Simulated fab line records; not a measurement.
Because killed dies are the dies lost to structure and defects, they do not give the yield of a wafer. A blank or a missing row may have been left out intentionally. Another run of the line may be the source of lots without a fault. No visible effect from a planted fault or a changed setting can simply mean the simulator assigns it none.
The tool behind it: which one? || flow gf180mcu || Sampling: 14 lots, 42 wafers, 4 of 602 route steps

## WHAT THE GAUGES SHOWED, per wafer
GF_V4_RS_MEAS_24: uses a four-point probe to measure. Usual: for V4_W_RS the level is 0.326 ohm/sq and the standard deviation is 0.0049.
{"lot": "L842", "measured": "day 24 10:52", "on": "film_metro-02", "V4_W_RS (ohm/sq)": "0.337 0.333 0.325", "flag": ""}
{"lot": "L843", "measured": "day 24 23:55", "on": "film_metro-01", "V4_W_RS (ohm/sq)": "0.320 0.331 0.321", "flag": ""}
{"lot": "L850", "measured": "day 27 05:19", "on": "film_metro-02", "V4_W_RS (ohm/sq)": "0.328 0.320 0.326", "flag": ""}
{"lot": "L851", "measured": "day 27 10:22", "on": "film_metro-02", "V4_W_RS (ohm/sq)": "0.320 0.330 0.332", "flag": ""}
{"lot": "L854", "measured": "day 28 13:43", "on": "film_metro-01", "V4_W_RS (ohm/sq)": "0.327 0.320 0.326", "flag": ""}
{"lot": "L855", "measured": "day 28 19:16", "on": "film_metro-04", "V4_W_RS (ohm/sq)": "0.322 0.320 0.331", "flag": ""}
{"lot": "L857", "measured": "day 29 07:40", "on": "film_metro-04", "V4_W_RS (ohm/sq)": "0.331 0.327 0.332", "flag": ""}
{"lot": "L858", "measured": "day 29 13:55", "on": "film_metro-02", "V4_W_RS (ohm/sq)": "0.323 0.328 0.328", "flag": ""}
{"lot": "L859", "measured": "day 29 21:56", "on": "film_metro-04", "V4_W_RS (ohm/sq)": "0.318 0.321 0.330", "flag": ""}
{"lot": "L860", "measured": "day 30 03:09", "on": "film_metro-04", "V4_W_RS (ohm/sq)": "0.321 0.320 0.322", "flag": ""}
{"lot": "L862", "measured": "day 30 18:04", "on": "film_metro-04", "V4_W_RS (ohm/sq)": "0.327 0.325 0.326", "flag": ""}
{"lot": "L863", "measured": "day 31 00:52", "on": "film_metro-01", "V4_W_RS (ohm/sq)": "0.323 0.330 0.320", "flag": ""}
{"lot": "L864", "measured": "day 31 02:05", "on": "film_metro-01", "V4_W_RS (ohm/sq)": "0.331 0.332 0.319", "flag": ""}
{"lot": "L865", "measured": "day 31 09:37", "on": "film_metro-02", "V4_W_RS (ohm/sq)": "0.328 0.322 0.324", "flag": ""}

GF_MIM_THK_MEAS_06. Usual: for MIM_CVD_05_THK the level is 41.9 nm and the standard deviation is 0.58.
{"lot": "L842", "measured": "day 24 11:34", "on": "film_metro-03", "MIM_CVD_05_THK (nm)": "41.6 42.0 42.4", "flag": ""}
{"lot": "L843", "measured": "day 25 00:38", "on": "film_metro-03", "MIM_CVD_05_THK (nm)": "40.2 41.5 42.1", "flag": ""}
{"lot": "L850", "measured": "day 27 06:01", "on": "film_metro-01", "MIM_CVD_05_THK (nm)": "41.8 42.8 42.6", "flag": ""}
{"lot": "L851", "measured": "day 27 11:14", "on": "film_metro-02", "MIM_CVD_05_THK (nm)": "42.7 42.0 43.1", "flag": ""}
{"lot": "L854", "measured": "day 28 14:26", "on": "film_metro-01", "MIM_CVD_05_THK (nm)": "41.7 42.6 41.9", "flag": ""}
{"lot": "L855", "measured": "day 28 19:59", "on": "film_metro-03", "MIM_CVD_05_THK (nm)": "40.7 41.3 42.0", "flag": ""}
{"lot": "L857", "measured": "day 29 08:24", "on": "film_metro-03", "MIM_CVD_05_THK (nm)": "41.1 40.8 42.2", "flag": ""}
{"lot": "L858", "measured": "day 29 14:38", "on": "film_metro-02", "MIM_CVD_05_THK (nm)": "41.7 42.2 41.9", "flag": ""}
{"lot": "L859", "measured": "day 29 22:38", "on": "film_metro-03", "MIM_CVD_05_THK (nm)": "42.1 42.5 41.6", "flag": ""}
{"lot": "L860", "measured": "day 30 03:52", "on": "film_metro-03", "MIM_CVD_05_THK (nm)": "41.2 41.7 41.4", "flag": ""}
{"lot": "L862", "measured": "day 30 18:46", "on": "film_metro-03", "MIM_CVD_05_THK (nm)": "41.2 42.4 42.1", "flag": ""}
{"lot": "L863", "measured": "day 31 01:35", "on": "film_metro-02", "MIM_CVD_05_THK (nm)": "42.5 41.7 42.5", "flag": ""}
{"lot": "L864", "measured": "day 31 02:49", "on": "film_metro-03", "MIM_CVD_05_THK (nm)": "41.6 41.3 43.1", "flag": ""}
{"lot": "L865", "measured": "day 31 10:20", "on": "film_metro-03", "MIM_CVD_05_THK (nm)": "41.9 42.1 42.1", "flag": ""}

GF_M5_CD_MEAS_07: the cd target is 280 nm. Usual: cd_nm 279.8 nm, standard deviation 1.2.
{"lot": "L842", "measured": "day 26 07:01", "on": "cd_sem-01", "cd_nm (nm)": "280.9 279.6 280.7", "flag": ""}
{"lot": "L843", "measured": "day 26 19:11", "on": "cd_sem-02", "cd_nm (nm)": "278.4 278.0 278.0", "flag": ""}
{"lot": "L850", "measured": "day 28 21:38", "on": "cd_sem-01", "cd_nm (nm)": "278.3 278.3 277.4", "flag": ""}
{"lot": "L851", "measured": "day 29 03:26", "on": "cd_sem-02", "cd_nm (nm)": "280.4 281.2 282.3", "flag": ""}
{"lot": "L854", "measured": "day 30 04:44", "on": "cd_sem-02", "cd_nm (nm)": "279.0 279.2 279.6", "flag": ""}
{"lot": "L855", "measured": "day 30 09:59", "on": "cd_sem-01", "cd_nm (nm)": "280.7 280.2 281.2", "flag": ""}
{"lot": "L857", "measured": "day 30 21:49", "on": "cd_sem-01", "cd_nm (nm)": "280.6 280.1 280.3", "flag": ""}
{"lot": "L858", "measured": "day 31 03:40", "on": "cd_sem-02", "cd_nm (nm)": "281.7 281.7 280.0", "flag": ""}
{"lot": "L859", "measured": "day 31 11:21", "on": "cd_sem-01", "cd_nm (nm)": "279.7 279.1 279.3", "flag": ""}
{"lot": "L860", "measured": "day 31 15:56", "on": "cd_sem-01", "cd_nm (nm)": "279.3 278.5 278.7", "flag": ""}
{"lot": "L862", "measured": "day 32 05:51", "on": "cd_sem-02", "cd_nm (nm)": "281.8 281.9 282.6", "flag": ""}
{"lot": "L863", "measured": "day 32 11:38", "on": "cd_sem-02", "cd_nm (nm)": "280.1 279.5 280.8", "flag": ""}
{"lot": "L864", "measured": "day 32 13:14", "on": "cd_sem-02", "cd_nm (nm)": "280.0 280.4 280.2", "flag": ""}
{"lot": "L865", "measured": "day 32 19:52", "on": "cd_sem-02", "cd_nm (nm)": "279.7 279.9 280.7", "flag": ""}

## TOOL THAT RAN EACH LOT (tool first, then ch and the chambers of the sampled wafers, then the start)
{"lot": "L842", "GF_M5_SOFTBAKE_03": "litho_track-04 ch 0, day 25 20:35"}
{"lot": "L843", "GF_M5_SOFTBAKE_03": "litho_track-01 ch 0, day 26 08:25"}
{"lot": "L850", "GF_M5_SOFTBAKE_03": "litho_track-03 ch 0, day 28 11:46"}
{"lot": "L851", "GF_M5_SOFTBAKE_03": "litho_track-03 ch 0, day 28 17:32"}
{"lot": "L854", "GF_M5_SOFTBAKE_03": "litho_track-04 ch 0, day 29 19:41"}
{"lot": "L855", "GF_M5_SOFTBAKE_03": "litho_track-04 ch 0, day 30 01:05"}
{"lot": "L857", "GF_M5_SOFTBAKE_03": "litho_track-04 ch 0, day 30 12:56"}
{"lot": "L858", "GF_M5_SOFTBAKE_03": "litho_track-01 ch 0, day 30 18:24"}
{"lot": "L859", "GF_M5_SOFTBAKE_03": "litho_track-01 ch 0, day 31 02:39"}
{"lot": "L860", "GF_M5_SOFTBAKE_03": "litho_track-01 ch 0, day 31 07:09"}
{"lot": "L862", "GF_M5_SOFTBAKE_03": "litho_track-04 ch 0, day 31 21:02"}
{"lot": "L863", "GF_M5_SOFTBAKE_03": "litho_track-03 ch 0, day 32 02:53"}
{"lot": "L864", "GF_M5_SOFTBAKE_03": "litho_track-03 ch 0, day 32 04:40"}
{"lot": "L865", "GF_M5_SOFTBAKE_03": "litho_track-04 ch 0, day 32 11:25"}
- GF_M5_SOFTBAKE_03: time 60 s.

## AS READ BY THE TOOLS THEMSELVES (means over the sampled wafers that have a number; for cases with no such wafer, the mark the record gives instead)
GF_M5_SOFTBAKE_03. Usual: heater_power_total_W 93.05 W, standard deviation 0.056; run_length_s 89.07 s, standard deviation 0.29.
{"lot": "L842", "tool": "litho_track-04", "heater_power_total_W (W)": 93.09, "run_length_s (s)": 89.34, "flag": ""}
{"lot": "L843", "tool": "litho_track-01", "heater_power_total_W (W)": 93.04, "run_length_s (s)": 88.77, "flag": ""}
{"lot": "L850", "tool": "litho_track-03", "heater_power_total_W (W)": 94.63, "run_length_s (s)": 86.16, "flag": "OFF"}
{"lot": "L851", "tool": "litho_track-03", "heater_power_total_W (W)": 94.65, "run_length_s (s)": 86.26, "flag": "OFF"}
{"lot": "L854", "tool": "litho_track-04", "heater_power_total_W (W)": 93.06, "run_length_s (s)": 89.38, "flag": ""}
{"lot": "L855", "tool": "litho_track-04", "heater_power_total_W (W)": 93.03, "run_length_s (s)": 89.44, "flag": ""}
{"lot": "L857", "tool": "litho_track-04", "heater_power_total_W (W)": 93.12, "run_length_s (s)": 89.44, "flag": ""}
{"lot": "L858", "tool": "litho_track-01", "heater_power_total_W (W)": 93.07, "run_length_s (s)": 88.96, "flag": ""}
{"lot": "L859", "tool": "litho_track-01", "heater_power_total_W (W)": 93.05, "run_length_s (s)": 88.68, "flag": ""}
{"lot": "L860", "tool": "litho_track-01", "heater_power_total_W (W)": 93.07, "run_length_s (s)": 88.73, "flag": ""}
{"lot": "L862", "tool": "litho_track-04", "heater_power_total_W (W)": 93.03, "run_length_s (s)": 89.34, "flag": ""}
{"lot": "L863", "tool": "litho_track-03", "heater_power_total_W (W)": 93.08, "run_length_s (s)": 89.04, "flag": ""}
{"lot": "L864", "tool": "litho_track-03", "heater_power_total_W (W)": 93.01, "run_length_s (s)": 88.98, "flag": ""}
{"lot": "L865", "tool": "litho_track-04", "heater_power_total_W (W)": 93.08, "run_length_s (s)": 89.38, "flag": ""}

## THE ANSWER, worked out from the rows above alone
Rule: lot off if the mean of its wafers having a number is beyond 3 standard deviations from the usual mean. Also off: a lot with no number at a reading for which 4 or more lots have one. The other lots that the step has rows for count as sound. After the gauges, taken in route order, come the tools' own readings; for these a lot's mean is taken, as printed above. The first step at which some lot is off is used, and at that step the reading that is off furthest; a lot without a number counts as furthest.
Off: L850, L851 (GF_M5_SOFTBAKE_03, heater_power_total_W).
If a tool, at that step or one of the process steps before it, ran each lot that is off and ran no sound lot following the first of them, it fits. No candidate that was tried fits.

## WHAT HAD BEEN PUT IN BY THE SIMULATOR
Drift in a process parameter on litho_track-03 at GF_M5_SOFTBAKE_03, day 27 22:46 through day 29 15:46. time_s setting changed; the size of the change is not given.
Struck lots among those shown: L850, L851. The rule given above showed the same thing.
